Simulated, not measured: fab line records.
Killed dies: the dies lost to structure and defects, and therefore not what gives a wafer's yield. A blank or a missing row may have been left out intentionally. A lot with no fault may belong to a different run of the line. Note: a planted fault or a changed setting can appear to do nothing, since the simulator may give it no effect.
Code-filled problem report in 8D (eight disciplines) form    flow sky130    the parts of the form that need people (team, actions taken, sign-off) are left out

1. WHAT IS WRONG
GATE_OXIDE_OXIDATION_00_THK at SKY_GATE_OXIDE_THK_MEAS_02 reads a mean of 12.79 nm on 6 wafers of 2 lots; wafers without a fault read 10.32 nm with a standard deviation of 0.18. That puts it +14 standard deviations away from the usual mean.
First observed at day 15 16:38: wafer L602.1, on filmMetro-02. The record has a number at this step for 33 wafers belonging to 11 lots. Rule for "out", or "out of limits": more than 4 standard deviations from the usual mean. All remaining wafers that have a number are taken as sound.

2. WHAT IT IS, AND WHAT IT ISN'T
question                     is                           is not
which readings at this step  GATE_OXIDE_OXIDATION_00_THK  -
which lots                   L602, L603                   L594, L597, L600, L611, L612, L613, L614, L615, L617
which wafers of those lots   all that have a number       -
read on which gauges         filmMetro-02, filmMetro-04   filmMetro-03
when                         from day 15 16:38            up to then (9 sound wafers); but 18 sound wafers of L611, L612, L613, L614, L615, L617 came after

3. WHAT RULES OUT EACH SUSPECT
Counting: a tool at a process step up to the reading stays a suspect if it ran every lot that is out and no sound lot after the first of them.
- ruled out: the gauge at SKY_GATE_OXIDE_THK_MEAS_02. 2 gauges (filmMetro-02, filmMetro-04) read the wafers that are out.
- furnace-02 at SKY_GATE_OXIDE_OXIDATION_01 (stabilise 600 s, purge 300 s, target thk 10.268 nm): ruled out as a lasting fault. Following L602 (day 15 15:14), the first lot on it that is out, the sound lots L613 were run on it.
Left after counting: nothing in the record.

4. THE CAUSE (what the simulator had put in)
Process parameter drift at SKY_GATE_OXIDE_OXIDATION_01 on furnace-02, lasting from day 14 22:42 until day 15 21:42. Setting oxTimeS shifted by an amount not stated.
The count ruled it out by mistake, since the rule takes a fault to strike every lot its tool runs from the start of the fault on, and this one did not do so.

5. THE CHAIN OF EFFECTS, in route order
One row per reading whose mean, taken over the struck wafers that have a number, lies over 3 standard deviations from the usual. Scope: only readings with a usual standard deviation given in the record; hours: median across lots of the time from each lot's start at the first step in this table that gives one to its start at this step; sigmas: change in usual standard deviations.
hours  step                        reading                      usual     on struck wafers  change  sigmas
0      SKY_GATE_OXIDE_THK_MEAS_02  GATE_OXIDE_OXIDATION_00_THK  10.32 nm  12.79             +2.47   +14

6. WHAT WOULD HAVE CAUGHT IT SOONER
Counted from the fault's start at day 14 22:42, it took 18 hours until the first out-of-limits reading at a measuring or inspecting step in this record, taken at day 15 16:38.
No tool reading at SKY_GATE_OXIDE_OXIDATION_01 that has a usual standard deviation in the record was out on any struck wafer, so an alarm limit of 4 standard deviations on those readings would not have fired.
